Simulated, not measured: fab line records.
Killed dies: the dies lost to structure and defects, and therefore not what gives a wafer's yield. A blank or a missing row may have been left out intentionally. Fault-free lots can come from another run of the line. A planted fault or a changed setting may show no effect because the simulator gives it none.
Matching of chambers | flow gf180mcu | rie-diel-01 running GF_SAB_ETCH_11: 4 sister chambers
The step etches SiO2 in C4F8/O2/Ar, target depth 55 nm, time 8.5 s. 4 wafers are shown with their chamber, then 7 later ones without.

== WAFERS PAIRED WITH THEIR CHAMBERS ==
wafer  | chamber | oes-product-au (a.u.)
L433.4 | 2       | 0.989
L433.6 | 1       | 1.012
L439.1 | 3       | 0.997
L439.2 | 0       | 1.002

== WAFERS WITH NO CHAMBER GIVEN ==
wafer  | oes-product-au (a.u.)
L439.5 | 0.990
L441.1 | 0.995
L441.2 | 0.995
L441.4 | 0.995
L442.2 | 0.982
L442.3 | 1.000
L442.4 | 0.997

== EACH ONE'S CHAMBER ==
wafer  | from the rows above          | in truth
L439.5 | can't be placed: 2 or 3      | 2
L441.1 | can't be placed: 3 or 2 or 0 | 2
L441.2 | can't be placed: 3 or 2 or 0 | 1
L441.4 | can't be placed: 3 or 2 or 0 | 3
L442.2 | 2                            | 2
L442.3 | can't be placed: 0 or 3      | 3
L442.4 | can't be placed: 3 or 0      | 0
Correctly placed: 1 of 7. These rows do not allow placing 6 (true chamber among the candidates in 5). 0 placed wrongly.
How it was worked out, from the rows above alone: a wafer's distance from a chamber is the root of the sum, over the readings, of the square of ((its reading less the chamber's mean) divided by the reading's scatter). The wafer belongs to the nearest chamber; if the next one is less than 2 further off, it can't be placed. Each chamber's mean is taken over the wafers shown for it. The scatter: with one shown wafer a chamber, the root of the mean of the squares of how far each hidden wafer lies from its nearest shown one.
